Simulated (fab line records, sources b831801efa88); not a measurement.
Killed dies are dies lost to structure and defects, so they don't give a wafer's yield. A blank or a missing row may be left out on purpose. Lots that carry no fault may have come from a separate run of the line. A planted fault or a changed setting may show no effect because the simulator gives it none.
A lot that was struck, set against a sound lot | flow sky130 | 14 out of 708 route steps
Sound: the wafers L774.4, L774.5, L774.6. The struck wafers were L766.2, L766.4, L766.6. Last of all comes the cause.
Each step with rows lists, per side, the tool, then ch with its chambers, then its first start. Under that, the readings that differ: sound wafers | struck wafers | difference of the means | sigmas: that difference in standard deviations of wafers without a fault.
alike: a reading whose means differ by less than 2 such deviations, as well as words and numbers matching on both sides. not compared: withheld readings; readings where some wafer has no value; bounds like >300 that might hide an equal value; numbers whose values overlap and for which the record gives no deviation.
A row with sigmas, a row that says differs or no value, or rows on one side alone: a step with any of these is where the two part. When numbers do not overlap yet have no deviation, they are printed without sigmas and do not part them. A reading that every wafer of one side lacks parts them only if that side has two wafers or more.

SKY_METAL2_SPUTTER_02: material AlCu, target thk 250 nm, time 13.3 s.
  struck on pvd sputter-02, day 38 07:35; sound on pvd sputter-04, day 40 03:50
  alike: chamber pressure pa, throttle valve pct
SKY_METAL2_SPUTTER_03: material Ti, target thk 5 nm, time 3.3 s.
  struck on pvd sputter-02, day 38 07:36; sound on pvd sputter-04, day 40 03:52
  alike: chamber pressure pa, throttle valve pct
SKY_METAL2_SPUTTER_04: material TiN, target thk 70 nm, time 58.3 s.
  struck on pvd sputter-02, day 38 07:37; sound on pvd sputter-04, day 40 03:53
  alike: chamber pressure pa, throttle valve pct
SKY_METAL2_RS_MEAS_05: the measuring method here is four-point-probe.
  struck on film metro-03, day 38 07:41; sound on film metro-02, day 40 04:00
  alike: METAL2_ALCU_RS
SKY_METAL2_THK_MEAS_06: measures by xrf.
  struck on film metro-03, day 38 07:48; sound on film metro-02, day 40 04:05
  alike: METAL2_ALCU_THK
then, 7 steps without rows for these wafers: SKY_METAL2_DEHYDRATE_07 (time 60 s); SKY_METAL2_HMDS_08 (prime time 60 s); SKY_METAL2_COAT_09 (resist thk 60 nm); SKY_METAL2_COAT_10 (resist thk 450 nm); SKY_METAL2_SOFTBAKE_11 (time 90 s); SKY_METAL2_EXPOSE_12 (exposes mask MM2, target cd 140 nm); SKY_METAL2_PEB_13.
SKY_METAL2_DEVELOP_14: develop time 58.36 s.
  struck on litho track-01, day 39 08:00; sound on litho track-03 ch 0, day 41 03:00
  no value came back on the struck wafers for chill plate temp C (C), develop time s (s); on the sound wafers chill plate temp C (C) reads 23.02 23.02 23.08
  reading                                       | sound             | struck            | difference | sigmas
  model.KrF-thick_of_METAL2_COAT_10.thk nm (nm) | 434.4 434.9 436.1 | 450.1 450.6 449.3 | +14.9      |
SKY_METAL2_CD_MEAS_15 targets a cd of 140 nm.
  struck on cd sem-01, day 39 08:50; sound on cd sem-02, day 41 03:40
  reading    | sound             | struck | difference                    | sigmas
  cd nm (nm) | 140.6 141.8 140.8 | - - -  | no value on the struck wafers |

== WHERE THEY PART ==
Earliest at SKY_METAL2_DEVELOP_14; latest, in this record, at SKY_METAL2_CD_MEAS_15.

WHY: what had been put in by the simulator
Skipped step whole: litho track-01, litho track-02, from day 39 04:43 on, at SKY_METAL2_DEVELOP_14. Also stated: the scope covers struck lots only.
